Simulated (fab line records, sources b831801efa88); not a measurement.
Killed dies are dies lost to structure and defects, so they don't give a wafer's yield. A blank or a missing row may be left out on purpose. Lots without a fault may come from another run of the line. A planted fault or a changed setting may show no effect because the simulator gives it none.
Split-lot experiment | flow sky130 | 5 lots, 23 wafers read, on a route of 708 steps

THE SPLIT
At SKY_VT_ADJUST_HVTP_COAT_02 (resist thk 1140 nm), the setting spin_rpm was moved away from the recipe's 3000 rpm on 5 of the 23 wafers read, by +5.7% to +7.0%. The other wafers ran this setting at the recipe's value.

The reading is taken at the split's own step.

THE READING
NOVOLAK_of_VT_ADJUST_HVTP_COAT_02.thk_nm (the simulator's own value, which no gauge read), in nm, at SKY_VT_ADJUST_HVTP_COAT_02 (resist thk 1140 nm). The file gives no usual value for it. The 18 wafers here that ran the recipe average 1140 nm, standard deviation 2.5 nm.

wafer  | tool, chamber at the split | spin_rpm as run, rpm | against the recipe | NOVOLAK_of_VT_ADJUST_HVTP_COAT_02.thk_nm, nm | against lot-mates on the recipe
L074.1 | litho_track-01, 0          | 3000                 | recipe             | 1138                                         | -
L074.2 | litho_track-01, 0          | 3000                 | recipe             | 1141                                         | -
L074.6 | litho_track-01, 0          | 3000                 | recipe             | 1144                                         | -
L080.2 | litho_track-03, 0          | 3000                 | recipe             | 1142                                         | -
L080.4 | litho_track-03, 0          | 3000                 | recipe             | 1142                                         | -
L080.3 | litho_track-03, 0          | 3000                 | recipe             | 1140                                         | -
L080.6 | litho_track-03, 0          | 3000                 | recipe             | 1140                                         | -
L080.5 | litho_track-03, 0          | 3000                 | recipe             | 1141                                         | -
L081.1 | litho_track-01, 0          | 3000                 | recipe             | 1141                                         | -
L081.2 | litho_track-01, 0          | 3210                 | +7.0%              | 1104                                         | -39
L081.4 | litho_track-01, 0          | 3000                 | recipe             | 1142                                         | -
L081.5 | litho_track-01, 0          | 3000                 | recipe             | 1146                                         | -
L081.6 | litho_track-01, 0          | 3210                 | +7.0%              | 1102                                         | -41
L082.1 | litho_track-03, 0          | 3000                 | recipe             | 1135                                         | -
L082.3 | litho_track-03, 0          | 3000                 | recipe             | 1137                                         | -
L082.4 | litho_track-03, 0          | 3000                 | recipe             | 1141                                         | -
L082.5 | litho_track-03, 0          | 3000                 | recipe             | 1138                                         | -
L082.6 | litho_track-03, 0          | 3000                 | recipe             | 1140                                         | -
L085.1 | litho_track-03, 0          | 3000                 | recipe             | 1139                                         | -
L085.2 | litho_track-03, 0          | 3171                 | +5.7%              | 1108                                         | -32
L085.3 | litho_track-03, 0          | 3000                 | recipe             | 1140                                         | -
L085.5 | litho_track-03, 0          | 3171                 | +5.7%              | 1109                                         | -30
L085.6 | litho_track-03, 0          | 3171                 | +5.7%              | 1111                                         | -28

THE FIT
A straight line over all 23 wafers: NOVOLAK_of_VT_ADJUST_HVTP_COAT_02.thk_nm changes by -5.39 nm for each +1% of spin_rpm; r = -0.99; the points scatter about the line by 2.3 nm.
The same after taking each lot's own level away (the mean of its wafers on the recipe; 23 wafers): -5.51 nm for each +1%; r = -0.99; scatter 1.9 nm.
On that fit, the largest move of spin_rpm shifts the reading by 39 nm.
The lots' own levels span 1138.2 to 1143.0 nm, that is 2.0 times the standard deviation above.
So the lot-to-lot level changes the slope little: the two slopes agree.
Check: with one of the wafers moved furthest among these (+7.0%) left out of the fit, the line predicts -38.4 nm for it against its lot-mates. It came out at -39 nm against them.

OTHER SPLITS ON THESE WAFERS
These wafers also went through other splits before the reading. Each is held against what the fit with the lots' levels taken away leaves over:
other split on the same wafers    | wafers away from the commonest value | r with NOVOLAK_of_VT_ADJUST_HVTP_COAT_02.thk_nm (lot level and that fit taken away)
SKY_FIELD_ISO_OXIDATION_01 temp_c | 10                                   | +0.02
SKY_FIELD_ISO_CVD_03 temp_c       | 15                                   | +0.03
SKY_NWELL_IMPLANT_24 energy_kev   | 7                                    | +0.17

THE WHOLE CHAIN: every reading that the file lists as answering this split, in the file's order
step                        | what it does       | reading                                                                                   | change (the file's fit)              | r (the file's)
SKY_VT_ADJUST_HVTP_COAT_02  | resist thk 1140 nm | NOVOLAK_of_VT_ADJUST_HVTP_COAT_02.thk_nm (the simulator's own value, which no gauge read) | -5.59 nm for each +1% of the setting | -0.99
SKY_VT_ADJUST_HVTP_STRIP_10 | strips in O2/N2    | strip_time_to_endpoint_s                                                                  | withheld for each +1% of the setting | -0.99

THE FILE'S OWN FIT
NOVOLAK_of_VT_ADJUST_HVTP_COAT_02.thk_nm changes by -5.59 nm for each +1% of spin_rpm, r = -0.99.
